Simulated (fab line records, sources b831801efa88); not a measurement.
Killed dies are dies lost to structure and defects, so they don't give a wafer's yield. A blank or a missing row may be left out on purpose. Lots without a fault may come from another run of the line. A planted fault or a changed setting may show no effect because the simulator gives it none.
A struck lot beside a sound one | flow sky130 | 17 steps out of a route of 708
Sound: wafers L377.2, L377.4, L377.5. Struck: wafer L368.5. (L368.4, L368.6 of the same lot were not struck and are left out.) The cause comes at the end.
At each step with rows: each side's tool, then ch and its chambers, then its first start. Under that, the readings that differ: sound wafers | struck wafers | difference of the means | sigmas: that difference in standard deviations of wafers without a fault.
alike: readings whose means differ by less than 2 such deviations, and words and numbers that are the same on both sides. not compared: withheld readings, readings that some wafer has no value for, bounds like >300 that may hide the same value, and numbers for which the record gives no deviation and whose values overlap.
The two part at a step that has a row with sigmas, a row that says differs or no value, or rows on one side only. Numbers that don't overlap but have no deviation are shown without sigmas and don't part them. A reading that every wafer of one side lacks parts them only if that side has two wafers or more.

SKY_LOCAL_INTERCONNECT_RS_MEAS_01: measures by four-point-probe.
  sound on film_metro-02, day 34 11:55; struck on film_metro-02, day 31 11:56
  alike: LOCAL_INTERCONNECT_TIN_RS
SKY_LOCAL_INTERCONNECT_THK_MEAS_02: measures by xrf.
  sound on film_metro-02, day 34 12:01; struck on film_metro-02, day 31 12:02
  alike: LOCAL_INTERCONNECT_TIN_THK
then, 8 steps without rows for these wafers: SKY_LOCAL_INTERCONNECT_DEHYDRATE_03 (time 60 s); SKY_LOCAL_INTERCONNECT_HMDS_04 (prime time 60 s); SKY_LOCAL_INTERCONNECT_COAT_05 (resist thk 60 nm); SKY_LOCAL_INTERCONNECT_COAT_06 (resist thk 450 nm); SKY_LOCAL_INTERCONNECT_SOFTBAKE_07 (time 88.39 s); SKY_LOCAL_INTERCONNECT_EXPOSE_08 (exposes mask LI1M, target cd 170 nm); SKY_LOCAL_INTERCONNECT_PEB_09; SKY_LOCAL_INTERCONNECT_DEVELOP_10 (develop time 60 s).
SKY_LOCAL_INTERCONNECT_CD_MEAS_11: target cd 170 nm.
  sound on cd_sem-01, day 35 13:40; struck on cd_sem-02, day 32 15:07
  reading    | sound             | struck | difference | sigmas
  cd_nm (nm) | 171.6 170.9 170.6 | 166.5  | -4.5       | -3
SKY_LOCAL_INTERCONNECT_OVL_MEAS_12:
  sound on overlay-02, day 35 13:47; struck on overlay-01, day 32 15:11
  alike: LOCAL_INTERCONNECT_OVL
SKY_LOCAL_INTERCONNECT_ETCH_13: etches BARC in N2/H2, stops on SiO2, time 45.9 s, target depth 60 nm.
  sound on rie_metal-03 ch 0,1, day 35 13:49; struck on rie_metal-04 ch 1, day 32 15:14
  reading                                                   | sound             | struck | difference | sigmas
  model.KrF-thick_of_LOCAL_INTERCONNECT_COAT_06.thk_nm (nm) | 394.1 393.6 393.7 | 372.6  | -21.2      |
  model.LOCAL_INTERCONNECT.cd_nm (nm)                       | 172.1 170.9 171.5 | 164.2  | -7.3       |
  model.SiO2_of_SONOS_ONO_CVD_04.thk_nm (nm)                | 4.276 4.193 4.216 | 3.358  | -0.870     |
  alike: drypump_motor_current_A, oes_product_au, throttle_valve_pct
  not compared: rf_hours_counter_h
SKY_LOCAL_INTERCONNECT_METAL_ETCH_14: etches TiN in Cl2/BCl3, stops on PSG, target depth 110 nm, time 31.4 s.
  sound on rie_metal-03 ch 0,1, day 35 13:52; struck on rie_metal-04 ch 1, day 32 15:17
  reading                                                   | sound             | struck | difference | sigmas
  oes_product_au (a.u.)                                     | 0.932 0.933 0.924 | 0.951  | +0.021     | +3
  model.KrF-thick_of_LOCAL_INTERCONNECT_COAT_06.thk_nm (nm) | 350.7 350.3 350.4 | 327.7  | -22.8      |
  model.LOCAL_INTERCONNECT.cd_nm (nm)                       | 171.7 170.6 171.8 | 164.8  | -6.6       |
  alike: drypump_motor_current_A, throttle_valve_pct
  not compared: rf_hours_counter_h
SKY_LOCAL_INTERCONNECT_STRIP_15: strips in O2/N2.
  sound on plasma_asher-01 ch 0,1, day 35 13:55; struck on plasma_asher-02 ch 0, day 32 15:22
  reading                      | sound             | struck | difference | sigmas
  oes_product_au (a.u.)        | 0.418 0.427 0.426 | 0.414  | -0.010     | -2
  strip_time_to_endpoint_s (s) | 4.745 4.747 4.726 | 4.509  | -0.230     | -12
  alike: drypump_motor_current_A, o2_flow_sccm
  not compared: rf_hours_counter_h
then, 1 step without rows for these wafers: SKY_LOCAL_INTERCONNECT_STRIP_16 (strips in post etch residue remover, time 1200 s).
-- the record jumps here: 15 days lie between the struck wafers' starts before and after (it left off in module LOCAL_INTERCONNECT and takes up again in module PAD_OPEN, whose first step shown is number 708 of the route) --
SKY_PAD_OPEN_PROBE_99:
  sound on prober-02, day 49 12:40; struck on prober-01, day 47 15:05
  reading                        | sound             | struck | difference | sigmas
  killed_at_M0_to_M3             | 50 39 37          | 26     | -16        | -2
  killed_at_contacts             | 32 26 35          | 20     | -11        | -2
  killed_dies                    | 109 88 90         | 59     | -37        | -4
  killed_open                    | 66 52 51          | 30     | -26        | -4
  model.etest.res_li.line_ohm_um | 74.89 76.14 75.33 | 77.07  | +1.62      |
  alike: killed_at_M4_up, killed_at_front_end, killed_at_other, killed_short

WHERE THEY PART
First at SKY_LOCAL_INTERCONNECT_CD_MEAS_11; last, within this record, at SKY_PAD_OPEN_PROBE_99.

WHY: what the simulator had put in
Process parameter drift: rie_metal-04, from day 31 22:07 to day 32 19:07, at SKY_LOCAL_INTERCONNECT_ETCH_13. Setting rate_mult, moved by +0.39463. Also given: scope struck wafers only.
